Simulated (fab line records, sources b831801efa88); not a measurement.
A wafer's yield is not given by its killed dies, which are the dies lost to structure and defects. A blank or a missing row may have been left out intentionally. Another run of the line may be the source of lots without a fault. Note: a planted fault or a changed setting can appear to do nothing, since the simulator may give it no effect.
Chamber matching | flow gf180mcu | 4 sister chambers for GF_V3_CMP_26 on cmp-01
The step polishes, stops on SiO2, t overpolish 15 s, target thk 0 nm. 4 wafers are shown with their chamber, then 7 later ones without.

WAFERS, EACH WITH ITS CHAMBER
wafer  | chamber | motor current A (A)
L307.6 | 0       | 10.3
L306.1 | 2       | 10.7
L308.2 | 3       | 12.3
L308.3 | 1       | 9.6

WAFERS WITH NO CHAMBER GIVEN
wafer  | motor current A (A)
L308.4 | 11.2
L314.3 | 11.5
L314.4 | 10.5
L314.5 | 10.7
L323.3 | 12.0
L323.4 | 9.3
L323.6 | 10.5

EACH ONE'S CHAMBER
wafer  | from the rows above          | in truth
L308.4 | can't be placed: 2 or 0 or 3 | 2
L314.3 | can't be placed: 2 or 3 or 0 | 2
L314.4 | can't be placed: 0 or 2 or 1 | 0
L314.5 | can't be placed: 2 or 0      | 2
L323.3 | 3                            | 3
L323.4 | can't be placed: 1 or 0      | 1
L323.6 | can't be placed: 0 or 2 or 1 | 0
Correct placement for 1 of the 7. Unplaceable from these rows: 6, with the true chamber sitting among the candidates in 6. Number placed wrongly: 0.
How it was worked out, from the rows above alone: a wafer's distance from a chamber is the root of the sum, over the readings, of the square of ((its reading less the chamber's mean) divided by the reading's scatter). If the next closest chamber is less than 2 further off than the closest, the wafer can't be placed; otherwise it belongs to the closest. The mean given for a chamber averages the wafers shown for that chamber. The scatter: with one shown wafer a chamber, the root of the mean of the squares of how far each hidden wafer lies from its nearest shown one.
